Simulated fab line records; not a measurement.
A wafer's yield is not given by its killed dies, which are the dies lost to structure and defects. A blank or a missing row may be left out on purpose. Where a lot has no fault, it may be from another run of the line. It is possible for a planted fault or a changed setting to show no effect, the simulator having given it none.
Problem report, 8D (eight disciplines) form, completed by code	flow sfq_line	the parts of the form that need people (team, actions taken, sign-off) are left out

1. WHAT WENT WRONG
oes_product_au at SFQ_TRILAYER_C5_ETCH_VIA_ETCH_154 reads a mean of 0.691 a.u. on 3 wafers of 3 lots; wafers without a fault read 0.896 a.u. with a standard deviation of 0.0077. That puts it -27 standard deviations away from the usual mean.
The step: etches SiO2 in CHF3, stops on Nb, target depth 84 nm.
First observed at day 78 21:29: wafer L831.1, on rie_diel-03. The record has a number at this step for 43 wafers belonging to 15 lots. Rule for "out" (also "out of limits"): further than 4 standard deviations from the usual mean. The rest of the wafers with a number are treated as sound.

2. WHAT THIS IS AND IS NOT
question	is	is not
which readings at this step	oes_product_au	drypump_motor_current_A
which lots	L831, L832, L835	L818, L819, L821, L822, L823, L824, L825, L826, L827, L828, L829, L830
which wafers of those lots	L831.1, L832.6, L835.1	L831.2, L831.3, L832.3, L835.4
read on which tools	rie_diel-03	rie_diel-01, rie_diel-02
when	from day 78 21:29	up to then (38 sound wafers); but 2 sound wafers of L832, L835 came after

3. WHAT RULES OUT EACH SUSPECT
Counting: any tool at a process step up to the reading remains a suspect provided it ran every lot that is out. Sound lots after the first of them don't rule it out here, since some wafers of a struck lot are sound.
- pecvd-03 at SFQ_TRILAYER_A5C_DEP_PECVD_142 (deposits SiO2 from SiH4/N2O, time 15.556 s, target thk 70 nm): kept. Every lot that is out went through it, the first being L831 (day 75 02:47); the last sound lot it ran before that was L830 (day 74 19:37).
- rie_diel-03 at SFQ_TRILAYER_C5_ETCH_VIA_ETCH_154 (etches SiO2 in CHF3, stops on Nb, target depth 84 nm): kept. Every lot that is out went through it, the first being L831 (day 78 21:29); the last sound lot it ran before that was L828 (day 75 06:44). Its own oes_product_au readings are out on those wafers.
After counting, pecvd-03 at SFQ_TRILAYER_A5C_DEP_PECVD_142 and rie_diel-03 at SFQ_TRILAYER_C5_ETCH_VIA_ETCH_154 remain.

4. THE CAUSE (what the simulator had put in)
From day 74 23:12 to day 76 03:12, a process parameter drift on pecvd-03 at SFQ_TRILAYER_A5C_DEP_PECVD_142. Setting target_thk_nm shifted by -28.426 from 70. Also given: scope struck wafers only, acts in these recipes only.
Of the 2 suspects that counting leaves, this tool is one.

5. SEQUENCE OF EFFECTS, ordered by route
Each row: a reading where the mean over the struck wafers with a number is more than 3 standard deviations away from the usual. Only readings for which the record gives a usual standard deviation are gone through. hours: the time from each lot's start at the first step in this table that gives one to its start at this step, as a median over the lots. sigmas: the change in usual standard deviations.
hours	step	reading	usual	on struck wafers	change	sigmas
0	SFQ_TRILAYER_C5_ETCH_VIA_ETCH_154	oes_product_au	0.896 a.u.	0.691	-0.205	-27
The process steps in it:
- SFQ_TRILAYER_C5_ETCH_VIA_ETCH_154: etches SiO2 in CHF3, stops on Nb, target depth 84 nm.

6. HOW IT WOULD HAVE BEEN CAUGHT EARLIER
First out-of-limits reading in this record: day 78 21:29, which is 94 hours after fault onset at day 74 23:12.
No tool reading at SFQ_TRILAYER_A5C_DEP_PECVD_142 that has a usual standard deviation in the record was out on any struck wafer, so an alarm limit of 4 standard deviations on those readings would not have fired.
The start of SFQ_TRILAYER_A5C_DEP_PECVD_142 on pecvd-03 came by day 78 21:29 for every one of the lots that are out (3). Tool hold at that time: it would have spared none of them.
